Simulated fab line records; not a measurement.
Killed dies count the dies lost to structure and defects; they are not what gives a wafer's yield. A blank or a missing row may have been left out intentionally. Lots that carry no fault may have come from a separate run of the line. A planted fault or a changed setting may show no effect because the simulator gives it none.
What tool caused it? | flow sky130 | 7 lots, 21 wafers sampled, at 2 steps of a route of 708

== WHAT EACH GAUGE READ, for each wafer ==
SKY_GATE_OXIDE_THK_MEAS_02.
lot  | measured     | on            | GATE_OXIDE_OXIDATION_00_THK (nm)
L914 | day 12 21:50 | film metro-01 | 10.34 10.38 10.34
L917 | day 13 19:11 | film metro-01 | 10.54 10.61 10.52
L919 | day 14 23:11 | film metro-01 | 10.23 10.36 10.39
L921 | day 15 11:35 | film metro-02 | 9.86 10.19 10.12
L926 | day 17 00:24 | film metro-03 | 10.43 10.12 10.37
L932 | day 19 07:37 | film metro-03 | 11.37 11.31 11.53
L936 | day 21 12:19 | film metro-01 | 10.25 10.03 10.00

== WHAT TOOL EACH LOT RAN ON (gives the tool, then ch and the chambers of the sampled wafers, and finally the start) ==
lot  | SKY_GATE_OXIDE_OXIDATION_01
L914 | furnace-02 ch 0, day 12 20:26
L917 | furnace-02 ch 0, day 13 17:46
L919 | furnace-02 ch 0, day 14 21:46
L921 | furnace-02 ch 0, day 15 10:10
L926 | furnace-02 ch 0, day 16 22:59
L932 | furnace-02 ch 0, day 19 06:13
L936 | furnace-01 ch 0, day 21 10:55
- SKY_GATE_OXIDE_OXIDATION_01: stabilise 600 s, purge 300 s, target thk 10.268 nm.

== THE ANSWER, worked out from the rows above alone ==
Rule: what is usual is taken from the lots themselves. Put in order of their means at a reading, lots are off if they are a third of the lots or fewer, leave a main group of 4 or more, and stand apart from it by a gap of 3 or more times the standard deviation of the main group's means; of several such gaps the widest counts. Not used: any main group whose means are identical at the precision the tables above print for the reading. A lot without any number at a reading at which 4 lots or more have one is off too. The other lots that the step has rows for count as sound.
Off: at SKY_GATE_OXIDE_THK_MEAS_02 (GATE_OXIDE_OXIDATION_00_THK), L932. For the main group the mean is 10.28 nm and the standard deviation 0.17.
If a tool, at a process step before that reading, ran all the lots that are off and no sound lot after the first of them, it fits. The gauges at SKY_GATE_OXIDE_THK_MEAS_02 are tried like those tools. This does not decide it: 2 tools fit, namely furnace-02 at SKY_GATE_OXIDE_OXIDATION_01 and film metro-03 at SKY_GATE_OXIDE_THK_MEAS_02.

== WHAT WAS PUT IN BY THE SIMULATOR ==
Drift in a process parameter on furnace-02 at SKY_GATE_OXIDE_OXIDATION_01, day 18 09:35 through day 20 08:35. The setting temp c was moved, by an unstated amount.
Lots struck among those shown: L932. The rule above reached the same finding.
